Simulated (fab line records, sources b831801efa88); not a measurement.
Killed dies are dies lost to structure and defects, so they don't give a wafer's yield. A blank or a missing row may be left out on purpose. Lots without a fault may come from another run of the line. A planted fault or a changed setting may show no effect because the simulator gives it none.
Problem report in the 8D (eight disciplines) form, filled by code | flow sfq_line | the parts of the form that need people (team, actions taken, sign-off) are left out

1. THE PROBLEM
oes_product_au at SFQ_TRILAYER_C5_ETCH_VIA_ETCH_154 reads a mean of 0.556 a.u. on 3 wafers of 2 lots; wafers without a fault read 0.893 a.u. with a standard deviation of 0.0082. That is -41 standard deviations from the usual mean.
The step: etches SiO2 in CHF3, stops on Nb, target depth 84 nm.
First seen on wafer L875.4, day 79 05:50, on rie_diel-02. The record holds 42 wafers of 14 lots with a number at this step. Rule for "out", or "out of limits": more than 4 standard deviations from the usual mean. The other wafers with a number count as sound.

2. WHAT IT IS AND WHAT IT IS NOT
question                    | is                       | is not
which readings at this step | oes_product_au           | bias_w, drypump_motor_current_A
which lots                  | L875, L878               | L857, L858, L860, L861, L862, L863, L864, L865, L867, L868, L870, L879
which wafers of those lots  | L875.4, L875.6, L878.6   | L875.5, L878.1, L878.5
read on which tools         | rie_diel-02, rie_diel-03 | rie_diel-04
when                        | from day 79 05:50        | up to then (34 sound wafers); but 5 sound wafers of L878, L879 came after

3. SUSPECTS, AND WHAT RULES EACH OUT
Counting: a tool at a process step up to the reading stays a suspect if it ran every lot that is out. Sound lots after the first of them don't rule it out here, since some wafers of a struck lot are sound.
- pecvd-01 at SFQ_TRILAYER_A5C_DEP_PECVD_142 (deposits SiO2 from SiH4/N2O, time 15.556 s, target thk 70 nm): kept. It ran every lot that is out, first L875 (day 74 20:13); its last sound lot up to then is L870 (day 72 20:11).
- rie_metal-03 at SFQ_TRILAYER_I5_STRIP_STRIP_148 (strips in O2): kept. It ran every lot that is out, first L875 (day 74 23:01); its last sound lot up to then is L862 (day 71 08:19).
Left after counting: pecvd-01 at SFQ_TRILAYER_A5C_DEP_PECVD_142, rie_metal-03 at SFQ_TRILAYER_I5_STRIP_STRIP_148.

4. THE CAUSE (what the simulator had put in)
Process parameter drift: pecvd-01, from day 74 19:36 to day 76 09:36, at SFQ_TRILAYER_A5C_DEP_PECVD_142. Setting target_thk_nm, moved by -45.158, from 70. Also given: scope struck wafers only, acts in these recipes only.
Counting left 2 suspects, and this tool is among them.

5. THE CHAIN OF EFFECTS, in route order
Each row: a reading whose mean over the struck wafers that have a number lies more than 3 standard deviations from the usual. Only readings for which the record gives a usual standard deviation are gone through. hours: the time from each lot's start at the first step in this table that gives one to its start at this step, as a median over the lots. sigmas: the change in usual standard deviations.
hours | step                              | reading        | usual      | on struck wafers | change | sigmas
0     | SFQ_TRILAYER_C5_ETCH_VIA_ETCH_154 | oes_product_au | 0.893 a.u. | 0.556            | -0.337 | -41
The process steps in it:
- SFQ_TRILAYER_C5_ETCH_VIA_ETCH_154: etches SiO2 in CHF3, stops on Nb, target depth 84 nm.

6. WHAT WOULD HAVE CAUGHT IT SOONER
In this record the first reading out of limits was taken at day 79 05:50, 106 hours after the fault began at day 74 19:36.
Of the tool readings at SFQ_TRILAYER_A5C_DEP_PECVD_142 for which the record gives a usual standard deviation, none was out on any struck wafer, so an alarm limit of 4 standard deviations on them would not have fired.
All the lots that are out (2) had begun SFQ_TRILAYER_A5C_DEP_PECVD_142 on pecvd-01 by day 79 05:50. A hold on the tool at that time would have spared none of them.
